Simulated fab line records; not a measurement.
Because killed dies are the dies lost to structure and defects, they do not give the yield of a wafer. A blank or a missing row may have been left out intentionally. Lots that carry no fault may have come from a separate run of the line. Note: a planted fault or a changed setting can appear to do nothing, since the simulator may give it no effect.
Chamber matching    flow gf180mcu    hdpcvd-02 running GF_V2_CVD_00: 3 sister chambers
The step deposits SiO2, target thk 600 nm, time 100 s. 18 wafers are shown with their chamber, then 9 later ones without.

== WAFERS, EACH WITH ITS CHAMBER ==
wafer   chamber  run length s (s)  pressure mtorr (mTorr)
L619.3  0        128.0             6.015
L619.5  1        127.4             5.995
L619.6  2        127.6             5.992
L622.1  0        127.7             5.991
L622.4  1        127.5             6.010
L622.5  2        127.9             5.990
L624.1  1        127.1             5.999
L624.3  0        128.0             6.015
L624.6  1        127.2             6.009
L627.3  2        128.3             5.992
L627.5  1        127.2             6.006
L627.6  2        128.5             5.993
L625.3  2        127.9             5.988
L625.5  0        128.6             6.000
L625.6  2        127.9             5.980
L628.3  2        127.8             5.995
L628.4  1        127.1             6.002
L628.5  2        128.3             5.997

SIGNATURES (means of the wafers above)
reading         chamber 0  chamber 1  chamber 2  scatter within a chamber
run length s    128.075    127.250    128.025    0.285
pressure mtorr  6.00525    6.00350    5.99087    0.00723
Rule: for a wafer and a chamber, the distance is found by dividing, reading by reading, the gap between the wafer's reading and the chamber's mean by the reading's scatter, squaring, summing and taking the root. The wafer belongs to the nearest chamber; if the next one is less than 2 further off, it can't be placed. The scatter is the square root of a quotient: the sum, over the shown wafers, of each reading's squared deviation from its chamber's mean, divided by wafers minus chambers.

== WAFERS MISSING THEIR CHAMBER ==
wafer   run length s (s)  pressure mtorr (mTorr)
L629.2  127.9             6.003
L629.4  128.0             5.991
L629.6  127.2             6.010
L635.2  127.8             5.989
L635.3  127.9             5.973
L635.4  127.0             6.011
L642.1  128.0             5.991
L642.2  127.0             6.020
L642.3  128.0             6.007

== CHAMBER TAKEN BY EACH ==
wafer   from the rows above           in truth
L629.2  can't be placed: 0 or 2 or 1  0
L629.4  can't be placed: 2 or 0       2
L629.6  1                             1
L635.2  can't be placed: 2 or 0 or 1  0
L635.3  can't be placed: 2 or 0       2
L635.4  1                             1
L642.1  can't be placed: 2 or 0       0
L642.2  can't be placed: 1 or 0       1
L642.3  can't be placed: 0 or 2       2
Correct placement for 2 of the 9. From these rows, 7 cannot be placed; in 7 the true chamber is one of the candidates. 0 placed wrongly.
